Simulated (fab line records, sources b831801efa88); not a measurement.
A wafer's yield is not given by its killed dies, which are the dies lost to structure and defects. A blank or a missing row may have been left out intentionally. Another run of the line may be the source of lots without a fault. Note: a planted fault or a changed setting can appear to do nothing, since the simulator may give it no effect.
Chamber matching :: flow gf180mcu :: GF_V3_CMP_04 on cmp-01 has 4 sister chambers
The step polishes SiO2. 8 wafers are shown with their chamber, then 8 later ones without.

## EACH WAFER AND ITS CHAMBER
wafer: L116.1
chamber: 2
motor_current_A (A): 13.1
time_to_endpoint_s (s): 81

wafer: L120.5
chamber: 2
motor_current_A (A): 12.9
time_to_endpoint_s (s): 82

wafer: L121.3
chamber: 0
motor_current_A (A): 12.1
time_to_endpoint_s (s): 84

wafer: L121.6
chamber: 1
motor_current_A (A): 12.6
time_to_endpoint_s (s): 87

wafer: L122.4
chamber: 3
motor_current_A (A): 11.4
time_to_endpoint_s (s): 91

wafer: L122.5
chamber: 0
motor_current_A (A): 12.7
time_to_endpoint_s (s): 92

wafer: L122.6
chamber: 1
motor_current_A (A): 11.6
time_to_endpoint_s (s): 85

wafer: L132.1
chamber: 3
motor_current_A (A): 12.1
time_to_endpoint_s (s): 74

## WAFERS WHOSE CHAMBER IS MISSING
wafer: L132.4
motor_current_A (A): 12.7
time_to_endpoint_s (s): 75

wafer: L132.6
motor_current_A (A): 12.3
time_to_endpoint_s (s): 89

wafer: L133.3
motor_current_A (A): 12.1
time_to_endpoint_s (s): 88

wafer: L133.4
motor_current_A (A): 13.1
time_to_endpoint_s (s): 86

wafer: L133.6
motor_current_A (A): 11.4
time_to_endpoint_s (s): 91

wafer: L135.3
motor_current_A (A): 11.5
time_to_endpoint_s (s): 91

wafer: L135.4
motor_current_A (A): 12.3
time_to_endpoint_s (s): 84

wafer: L135.6
motor_current_A (A): 11.5
time_to_endpoint_s (s): 86

## CHAMBER TAKEN BY EACH
wafer: L132.4
from the rows above: can't be placed: 2 or 0 or 1 or 3
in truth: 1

wafer: L132.6
from the rows above: can't be placed: 0 or 1 or 3 or 2
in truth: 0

wafer: L133.3
from the rows above: can't be placed: 1 or 0 or 3 or 2
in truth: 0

wafer: L133.4
from the rows above: can't be placed: 2 or 0 or 1
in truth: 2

wafer: L133.6
from the rows above: can't be placed: 3 or 1 or 0
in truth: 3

wafer: L135.3
from the rows above: can't be placed: 3 or 1 or 0
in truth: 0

wafer: L135.4
from the rows above: can't be placed: 1 or 0 or 3 or 2
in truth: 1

wafer: L135.6
from the rows above: can't be placed: 3 or 1 or 0
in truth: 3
Correct placement for 0 of the 8. Cannot be placed on the basis of these rows: 8; the candidates contain the true chamber in 8. 0 placed wrongly.
How it was worked out, from the rows above alone: a wafer's distance from a chamber is the root of the sum, over the readings, of the square of ((its reading less the chamber's mean) divided by the reading's scatter). The wafer belongs to the nearest chamber; if the next one is less than 2 further off, it can't be placed. A chamber's mean is the mean of its shown wafers. How the scatter is found: for the shown wafers, subtract from each reading the mean of its chamber, square and add these, divide the total by (wafers less chambers), then take the root.
